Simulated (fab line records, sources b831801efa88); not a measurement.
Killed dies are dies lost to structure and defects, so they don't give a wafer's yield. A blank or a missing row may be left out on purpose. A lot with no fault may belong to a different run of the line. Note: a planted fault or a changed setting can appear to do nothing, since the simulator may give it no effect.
Which tool was responsible? + flow sky130 + Sampling: 12 lots, 36 wafers, 5 of 708 route steps

WHAT THE GAUGES SHOWED, per wafer
SKY_METAL4_OVL_MEAS_14.
| lot  | measured     | on         | METAL4_OVL (nm) |
|------|--------------|------------|-----------------|
| L983 | day 41 15:11 | overlay-01 | 0 4 3           |
| L986 | day 42 13:44 | overlay-01 | 9 4 10          |
| L987 | day 42 20:05 | overlay-02 | -2 -2 -1        |
| L988 | day 43 07:02 | overlay-02 | -4 -10 -4       |
| L991 | day 44 06:11 | overlay-01 | -11 -7 -14      |
| L992 | day 44 16:28 | overlay-01 | -2 2 3          |
| L993 | day 44 17:09 | overlay-01 | -2 3 3          |
| L996 | day 45 12:27 | overlay-02 | -3 -1 -5        |
| L998 | day 46 06:09 | overlay-02 | 1 1 0           |
| L100 | day 46 18:02 | overlay-01 | 1 -2 4          |
| L101 | day 46 19:02 | overlay-02 | 7 7 3           |
| L106 | day 48 04:44 | overlay-01 | -2 -6 -9        |

SKY_VIA4_THK_MEAS_01.
| lot  | measured     | on           | VIA4_HDPCVD_THK (nm) |
|------|--------------|--------------|----------------------|
| L983 | day 41 16:21 | filmMetro-04 | 1746 1764 1740       |
| L986 | day 42 14:53 | filmMetro-02 | 1748 1710 1740       |
| L987 | day 42 21:18 | filmMetro-02 | 1742 1722 1743       |
| L988 | day 43 08:10 | filmMetro-02 | 1760 1739 1726       |
| L991 | day 44 07:22 | filmMetro-03 | 1731 1754 1722       |
| L992 | day 44 17:42 | filmMetro-02 | 1728 1735 1728       |
| L993 | day 44 18:48 | filmMetro-03 | 1775 1756 1746       |
| L996 | day 45 13:37 | filmMetro-04 | 1733 1750 1725       |
| L998 | day 46 07:28 | filmMetro-02 | 1682 2088 1689       |
| L100 | day 46 19:11 | filmMetro-03 | 1716 1778 2096       |
| L101 | day 46 20:17 | filmMetro-04 | 1718 2097 1766       |
| L106 | day 48 05:53 | filmMetro-03 | 1747 1753 1766       |

WHAT TOOL EACH LOT RAN ON (gives the tool, then ch and the chambers of the sampled wafers, and finally the start)
| lot  | SKY_METAL4_SPUTTER_01       | SKY_METAL4_SPUTTER_04       | SKY_VIA4_HDPCVD_00               |
|------|-----------------------------|-----------------------------|----------------------------------|
| L983 | pvdSputter-03, day 39 13:09 | pvdSputter-03, day 39 13:14 | hdpcvd-01 ch 1,2, day 41 16:10   |
| L986 | pvdSputter-03, day 40 13:31 | pvdSputter-03, day 40 13:35 | hdpcvd-02 ch 0,2, day 42 14:41   |
| L987 | pvdSputter-04, day 40 19:47 | pvdSputter-04, day 40 19:52 | hdpcvd-02 ch 0,1, day 42 21:07   |
| L988 | pvdSputter-03, day 41 07:08 | pvdSputter-03, day 41 07:13 | hdpcvd-01 ch 0,1,2, day 43 07:59 |
| L991 | pvdSputter-03, day 42 07:03 | pvdSputter-03, day 42 07:08 | hdpcvd-02 ch 1,2, day 44 07:11   |
| L992 | pvdSputter-02, day 42 18:06 | pvdSputter-02, day 42 18:11 | hdpcvd-02 ch 1,2, day 44 17:30   |
| L993 | pvdSputter-03, day 42 19:10 | pvdSputter-03, day 42 19:15 | hdpcvd-01 ch 0,2, day 44 18:37   |
| L996 | pvdSputter-02, day 43 15:55 | pvdSputter-02, day 43 16:00 | hdpcvd-02 ch 0,2, day 45 13:26   |
| L998 | pvdSputter-03, day 44 10:13 | pvdSputter-03, day 44 10:18 | hdpcvd-01 ch 1,2, day 46 07:17   |
| L100 | pvdSputter-03, day 44 22:56 | pvdSputter-03, day 44 23:01 | hdpcvd-01 ch 0,1,2, day 46 18:59 |
| L101 | pvdSputter-03, day 45 00:51 | pvdSputter-03, day 45 00:56 | hdpcvd-01 ch 0,1,2, day 46 20:07 |
| L106 | pvdSputter-02, day 46 12:16 | pvdSputter-02, day 46 12:20 | hdpcvd-02 ch 0,2, day 48 05:41   |
- SKY_METAL4_SPUTTER_01: material TiN, target thk 20 nm, time 16.7 s.
- SKY_METAL4_SPUTTER_04: material TiN, target thk 70 nm, time 58.3 s.
- SKY_VIA4_HDPCVD_00: deposits SiO2, target thk 1750 nm, time 291.7 s.

WHAT THE TOOLS THEMSELVES READ (means of the sampled wafers that have a number; where no wafer has one, the mark that the record gives instead)
SKY_METAL4_SPUTTER_01.
| lot  | tool          | cathodeDcPowerW (W) | throttleValvePct (%) |
|------|---------------|---------------------|----------------------|
| L983 | pvdSputter-03 | 6499.3              | 30.5                 |
| L986 | pvdSputter-03 | 6501.0              | 29.6                 |
| L987 | pvdSputter-04 | 6500.3              | 30.0                 |
| L988 | pvdSputter-03 | 6499.0              | 29.7                 |
| L991 | pvdSputter-03 | 6501.1              | 29.6                 |
| L992 | pvdSputter-02 | 6501.3              | 30.1                 |
| L993 | pvdSputter-03 | 6499.9              | 29.8                 |
| L996 | pvdSputter-02 | 6500.5              | 30.0                 |
| L998 | pvdSputter-03 | 6500.6              | 29.3                 |
| L100 | pvdSputter-03 | 6499.8              | 29.7                 |
| L101 | pvdSputter-03 | 6499.2              | 29.7                 |
| L106 | pvdSputter-02 | 6500.1              | 29.8                 |

SKY_METAL4_SPUTTER_04.
| lot  | tool          | cathodeDcPowerW (W) | throttleValvePct (%) |
|------|---------------|---------------------|----------------------|
| L983 | pvdSputter-03 | 6500.4              | 30.3                 |
| L986 | pvdSputter-03 | 6499.7              | 29.6                 |
| L987 | pvdSputter-04 | 6499.3              | 30.0                 |
| L988 | pvdSputter-03 | 6500.8              | 29.6                 |
| L991 | pvdSputter-03 | 6500.0              | 29.7                 |
| L992 | pvdSputter-02 | 6499.8              | 30.1                 |
| L993 | pvdSputter-03 | 6501.5              | 29.7                 |
| L996 | pvdSputter-02 | 6500.7              | 29.9                 |
| L998 | pvdSputter-03 | 6499.5              | 29.3                 |
| L100 | pvdSputter-03 | 6500.6              | 29.6                 |
| L101 | pvdSputter-03 | 6499.2              | 29.8                 |
| L106 | pvdSputter-02 | 6498.8              | 29.8                 |

SKY_VIA4_HDPCVD_00.
| lot  | tool      | sih4FlowSccm (sccm) |
|------|-----------|---------------------|
| L983 | hdpcvd-01 | 60.08               |
| L986 | hdpcvd-02 | 60.16               |
| L987 | hdpcvd-02 | 59.80               |
| L988 | hdpcvd-01 | 60.04               |
| L991 | hdpcvd-02 | 60.08               |
| L992 | hdpcvd-02 | 59.97               |
| L993 | hdpcvd-01 | 60.14               |
| L996 | hdpcvd-02 | 59.91               |
| L998 | hdpcvd-01 | 63.96               |
| L100 | hdpcvd-01 | 64.17               |
| L101 | hdpcvd-01 | 64.12               |
| L106 | hdpcvd-02 | 60.05               |

THE ANSWER, worked out from the rows above alone
Rule: what is usual is taken from the lots themselves. Put in order of their means at a reading, lots are off if they are a third of the lots or fewer, leave a main group of 4 or more, and stand apart from it by a gap of 3 or more times the standard deviation of the main group's means; of several such gaps the widest counts. A main group is skipped when, at the precision printed for the reading in the tables above, its means are all equal. Also off: a lot with no number at a reading for which 4 or more lots have one. Any other lot the step has rows for is counted as sound. The gauges are gone through in route order, then the tools' own readings, and for those a lot's mean is taken as printed above. The first step at which some lot is off is used, and at that step the reading that is off furthest; a lot without a number counts as furthest.
Off: L998, L100, L101, seen at SKY_VIA4_THK_MEAS_01 (VIA4_HDPCVD_THK). Mean 1742 nm and standard deviation 9.8 in the main group.
If a tool, at a process step before that reading, ran all the lots that are off and no sound lot after the first of them, it fits. Not tried: the gauges at SKY_VIA4_THK_MEAS_01; whatever is off there is also off at SKY_VIA4_HDPCVD_00, on other tools, and gauge error can't account for it. Can't be told from this: 2 tools fit, pvdSputter-03 at SKY_METAL4_SPUTTER_01 and SKY_METAL4_SPUTTER_04, hdpcvd-01 at SKY_VIA4_HDPCVD_00.

WHAT WAS PUT IN BY THE SIMULATOR
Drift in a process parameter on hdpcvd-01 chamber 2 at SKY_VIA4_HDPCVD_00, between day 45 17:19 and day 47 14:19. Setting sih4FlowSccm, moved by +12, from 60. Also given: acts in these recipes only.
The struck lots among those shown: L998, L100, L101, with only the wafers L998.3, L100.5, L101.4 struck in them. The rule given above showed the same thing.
